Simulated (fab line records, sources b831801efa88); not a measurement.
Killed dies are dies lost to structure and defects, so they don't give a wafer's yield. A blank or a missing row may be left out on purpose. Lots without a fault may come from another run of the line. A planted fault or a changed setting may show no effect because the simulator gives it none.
Which tool did it? | flow sfq_line | 14 lots, 40 wafers sampled, at 2 steps of a route of 325

WHAT THE GAUGES READ, wafer by wafer
The record holds no reading of a measuring or inspecting step that can be judged against a usual standard deviation.

WHICH TOOL RAN EACH LOT (tool, then ch and the chambers of the sampled wafers, then the start)
lot  | SFQ_TRILAYER_A5C_DEP_PECVD_142  | SFQ_TRILAYER_C5_ETCH_VIA_ETCH_154
L107 | pecvd-03 ch 0,1, day 60 21:47   | rie_diel-03 ch 0,1, day 70 19:38
L108 | pecvd-02 ch 1,2, day 61 00:42   | rie_diel-04 ch 0,1, day 70 23:14
L109 | pecvd-03 ch 0,1,2, day 61 01:54 | rie_diel-01 ch 0,1,3, day 71 02:35
L110 | pecvd-02 ch 0,2, day 61 06:04   | rie_diel-04 ch 0,1,2, day 71 06:11
L111 | pecvd-03 ch 0,1,2, day 61 07:16 | rie_diel-03 ch 0,2,3, day 71 07:25
L113 | pecvd-03 ch 0,1,2, day 66 14:15 | rie_diel-03 ch 0,2,3, day 71 15:47
L115 | pecvd-03 ch 0,1, day 66 21:28   | rie_diel-03 ch 0,1, day 71 21:47
L122 | pecvd-03 ch 0,1, day 67 11:51   | rie_diel-01 ch 0,1, day 72 13:31
L123 | pecvd-02 ch 0,2, day 70 01:18   | rie_diel-03 ch 1,2,3, day 74 23:56
L124 | pecvd-04 ch 0,1, day 70 06:06   | rie_diel-03 ch 0,1,2, day 75 03:42
L126 | pecvd-03 ch 0,1,2, day 70 13:18 | rie_diel-04 ch 1,2,3, day 75 09:53
L127 | pecvd-02 ch 0,2, day 72 11:59   | rie_diel-01 ch 2,3, day 77 03:16
L128 | pecvd-02 ch 0,1, day 73 01:11   | rie_diel-03 ch 0,1,2, day 77 12:38
L129 | pecvd-02 ch 0,2, day 73 03:35   | rie_diel-01 ch 1,2, day 77 16:19
- SFQ_TRILAYER_A5C_DEP_PECVD_142: deposits SiO2 from SiH4/N2O, time 15.556 s, target thk 70 nm.
- SFQ_TRILAYER_C5_ETCH_VIA_ETCH_154: etches SiO2 in CHF3, stops on Nb, target depth 84 nm.

WHAT THE TOOLS THEMSELVES READ (means of the sampled wafers that have a number; where no wafer has one, the mark that the record gives instead)
SFQ_TRILAYER_A5C_DEP_PECVD_142.
lot  | tool     | heater_power_w (W) | throttle_valve_pct (%)
L107 | pecvd-03 | 73                 | 26.7
L108 | pecvd-02 | 98                 | 25.1
L109 | pecvd-03 | 80                 | 26.3
L110 | pecvd-02 | 90                 | 22.7
L111 | pecvd-03 | 82                 | 26.4
L113 | pecvd-03 | 84                 | 26.2
L115 | pecvd-03 | 74                 | 26.0
L122 | pecvd-03 | 78                 | 26.1
L123 | pecvd-02 | 84                 | 23.5
L124 | pecvd-04 | 70                 | 26.9
L126 | pecvd-03 | 80                 | 26.3
L127 | pecvd-02 | 86                 | 23.6
L128 | pecvd-02 | 101                | 23.8
L129 | pecvd-02 | 84                 | 23.6

SFQ_TRILAYER_C5_ETCH_VIA_ETCH_154.
lot  | tool        | chamber_pressure_mTorr (mTorr) | drypump_motor_current_A (A) | oes_product_au (a.u.)
L107 | rie_diel-03 | 29.992                         | 6.1                         | 0.886
L108 | rie_diel-04 | 30.001                         | 5.7                         | 0.893
L109 | rie_diel-01 | 29.987                         | 5.9                         | 0.892
L110 | rie_diel-04 | 29.980                         | 5.6                         | 0.901
L111 | rie_diel-03 | 30.012                         | 5.6                         | 0.885
L113 | rie_diel-03 | 30.021                         | 5.6                         | 0.895
L115 | rie_diel-03 | 29.983                         | 5.9                         | 0.843
L122 | rie_diel-01 | 30.049                         | 5.5                         | 0.802
L123 | rie_diel-03 | 30.015                         | 6.0                         | 0.890
L124 | rie_diel-03 | 30.030                         | 5.9                         | 0.886
L126 | rie_diel-04 | 29.993                         | 5.5                         | 0.892
L127 | rie_diel-01 | 29.986                         | 6.4                         | 0.882
L128 | rie_diel-03 | 30.001                         | 5.9                         | 0.888
L129 | rie_diel-01 | 30.027                         | 5.7                         | 0.893

THE ANSWER, worked out from the rows above alone
Rule: what is usual is taken from the lots themselves. Put in order of their means at a reading, lots are off if they are a third of the lots or fewer, leave a main group of 4 or more, and stand apart from it by a gap of 3 or more times the standard deviation of the main group's means; of several such gaps the widest counts. A main group whose means are all the same, to the digits that the tables above print for the reading, isn't used. A lot without any number at a reading at which 4 lots or more have one is off too. The other lots that the step has rows for count as sound. The gauges are gone through in route order, then the tools' own readings, and for those a lot's mean is taken as printed above. The first step at which some lot is off is used, and at that step the reading that is off furthest; a lot without a number counts as furthest.
Off: L115, L122, at SFQ_TRILAYER_C5_ETCH_VIA_ETCH_154 (oes_product_au). The main group: mean 0.890 a.u., standard deviation 0.005.
A tool fits if, at that step or a process step before it, it ran every lot that is off, and no sound lot after the first of them. None of those tried fits.

WHAT THE SIMULATOR HAD PUT IN
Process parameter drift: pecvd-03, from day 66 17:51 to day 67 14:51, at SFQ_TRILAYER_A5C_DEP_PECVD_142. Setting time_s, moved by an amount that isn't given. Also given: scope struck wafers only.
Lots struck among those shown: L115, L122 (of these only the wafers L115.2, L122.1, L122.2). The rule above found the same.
